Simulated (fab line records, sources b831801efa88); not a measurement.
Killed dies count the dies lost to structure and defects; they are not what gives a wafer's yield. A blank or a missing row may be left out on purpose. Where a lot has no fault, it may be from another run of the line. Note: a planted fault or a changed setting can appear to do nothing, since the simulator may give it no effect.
Which of the tools did it? ; flow sfq line ; Sampling: 15 lots, 43 wafers, 3 of 325 route steps

## WHAT EACH GAUGE READ, for each wafer
SFQ_I5_OVL_MEAS_936.
lot;measured;on;I5_OVL (nm)
L254;day 63 07:35;overlay-02;-7 -4 5
L255;day 63 09:59;overlay-02;3 -2 12
L256;day 63 16:15;overlay-02;-1 -10 -13
L257;day 63 19:35;overlay-01;-5 2 -4
L258;day 63 20:47;overlay-02;5 0 8
L259;day 64 03:59;overlay-01;3 -9 0
L260;day 64 06:23;overlay-01;6 5 7
L261;day 64 10:50;overlay-02;-4 -7 -4
L262;day 65 02:26;overlay-01;5 2 15
L264;day 66 04:58;overlay-01;3 -7 -3
L265;day 66 06:10;overlay-01;-1 -8 -5
L270;day 66 21:46;overlay-01;-2 6 -1
L272;day 67 05:56;overlay-02;4 -4
L274;day 67 15:55;overlay-01;3 6
L275;day 67 20:43;overlay-01;0 -3 -8

## WHAT TOOL EACH LOT RAN ON (gives the tool, then ch and the chambers of the sampled wafers, and finally the start)
lot;SFQ_TRILAYER_JJ_CE_BARC_OPEN_RIE_150;SFQ_TRILAYER_JJ_CE_ETCH_RIE_118
L254;rie metal-02 ch 0,1, day 47 13:50;rie metal-02 ch 0,1, day 47 13:56
L255;rie metal-03 ch 0,1, day 47 19:36;rie metal-03 ch 0,1, day 47 19:41
L256;rie metal-03 ch 0,1, day 47 20:55;rie metal-03 ch 0,1, day 47 21:00
L257;rie metal-03 ch 0,1, day 52 16:58;rie metal-03 ch 0,1, day 52 17:03
L258;rie metal-03 ch 0,1, day 52 18:10;rie metal-03 ch 0,1, day 52 18:15
L259;rie metal-03 ch 0,1, day 53 00:10;rie metal-03 ch 0,1, day 53 00:15
L260;rie metal-03 ch 0,1, day 53 06:10;rie metal-03 ch 0,1, day 53 06:15
L261;rie metal-03 ch 0, day 53 07:22;rie metal-03 ch 0, day 53 07:27
L262;rie metal-02 ch 0,1, day 54 01:22;rie metal-02 ch 0,1, day 54 01:27
L264;rie metal-04 ch 0,1, day 55 07:16;rie metal-04 ch 0,1, day 55 07:21
L265;rie metal-04 ch 0,1, day 55 12:04;rie metal-04 ch 0,1, day 55 12:09
L270;rie metal-04 ch 1, day 56 03:41;rie metal-04 ch 1, day 56 03:53
L272;rie metal-02 ch 0,1, day 56 08:28;rie metal-02 ch 0,1, day 56 08:33
L274;rie metal-02 ch 1, day 56 18:04;rie metal-02 ch 1, day 56 18:09
L275;rie metal-02 ch 0,1, day 57 00:04;rie metal-02 ch 0,1, day 57 00:09
- SFQ_TRILAYER_JJ_CE_BARC_OPEN_RIE_150: chemistry O2, target BARC, target depth 240 nm, time 80 s.
- SFQ_TRILAYER_JJ_CE_ETCH_RIE_118: chemistry SF6, target Nb, stops on Al2O3, time 97.7 s, target depth 170 nm.

## WHAT THE TOOLS THEMSELVES READ (means of the sampled wafers that have a number; where no wafer has one, the mark that the record gives instead)
SFQ_TRILAYER_JJ_CE_BARC_OPEN_RIE_150.
lot;tool;chamber pressure mTorr (mTorr);drypump motor current A (A);oes product au (a.u.)
L254;rie metal-02;10.002;5.9;0.538
L255;rie metal-03;10.001;6.5;0.533
L256;rie metal-03;9.997;6.3;0.539
L257;rie metal-03;10.003;6.3;0.534
L258;rie metal-03;10.003;6.3;0.532
L259;rie metal-03;9.994;6.4;0.542
L260;rie metal-03;10.000;6.5;0.538
L261;rie metal-03;10.000;6.2;0.537
L262;rie metal-02;9.994;5.7;0.536
L264;rie metal-04;10.002;5.6;0.533
L265;rie metal-04;10.001;5.6;0.542
L270;rie metal-04;9.996;5.6;0.539
L272;rie metal-02;9.995;5.8;0.532
L274;rie metal-02;10.000;6.2;0.536
L275;rie metal-02;9.996;5.9;0.535

SFQ_TRILAYER_JJ_CE_ETCH_RIE_118.
lot;tool;chamber pressure mTorr (mTorr);drypump motor current A (A);oes product au (a.u.)
L254;rie metal-02;9.996;5.9;1.004
L255;rie metal-03;10.005;6.4;0.989
L256;rie metal-03;10.002;6.3;0.986
L257;rie metal-03;10.004;6.3;0.985
L258;rie metal-03;10.002;6.3;0.998
L259;rie metal-03;9.995;6.5;0.988
L260;rie metal-03;10.003;6.5;0.990
L261;rie metal-03;9.997;6.2;0.992
L262;rie metal-02;10.009;5.7;0.993
L264;rie metal-04;10.010;5.6;0.984
L265;rie metal-04;9.998;5.6;0.992
L270;rie metal-04;10.001;5.6;0.998
L272;rie metal-02;10.000;5.8;0.992
L274;rie metal-02;10.008;6.2;0.992
L275;rie metal-02;9.994;5.9;0.987

## THE ANSWER, worked out from the rows above alone
Rule: the lots themselves supply what counts as usual. Put in order of their means at a reading, lots are off if they are a third of the lots or fewer, leave a main group of 4 or more, and stand apart from it by a gap of 3 or more times the standard deviation of the main group's means; of several such gaps the widest counts. A main group is skipped when, at the precision printed for the reading in the tables above, its means are all equal. Also off: a lot with no number at a reading for which 4 or more lots have one. The other lots that the step has rows for count as sound. After the gauges, taken in route order, come the tools' own readings; for these a lot's mean is taken, as printed above. The first step at which some lot is off is used, and at that step the reading that is off furthest; a lot without a number counts as furthest.
No lot is off at any reading shown: from this, nothing can be told.

## WHAT THE SIMULATOR PUT IN
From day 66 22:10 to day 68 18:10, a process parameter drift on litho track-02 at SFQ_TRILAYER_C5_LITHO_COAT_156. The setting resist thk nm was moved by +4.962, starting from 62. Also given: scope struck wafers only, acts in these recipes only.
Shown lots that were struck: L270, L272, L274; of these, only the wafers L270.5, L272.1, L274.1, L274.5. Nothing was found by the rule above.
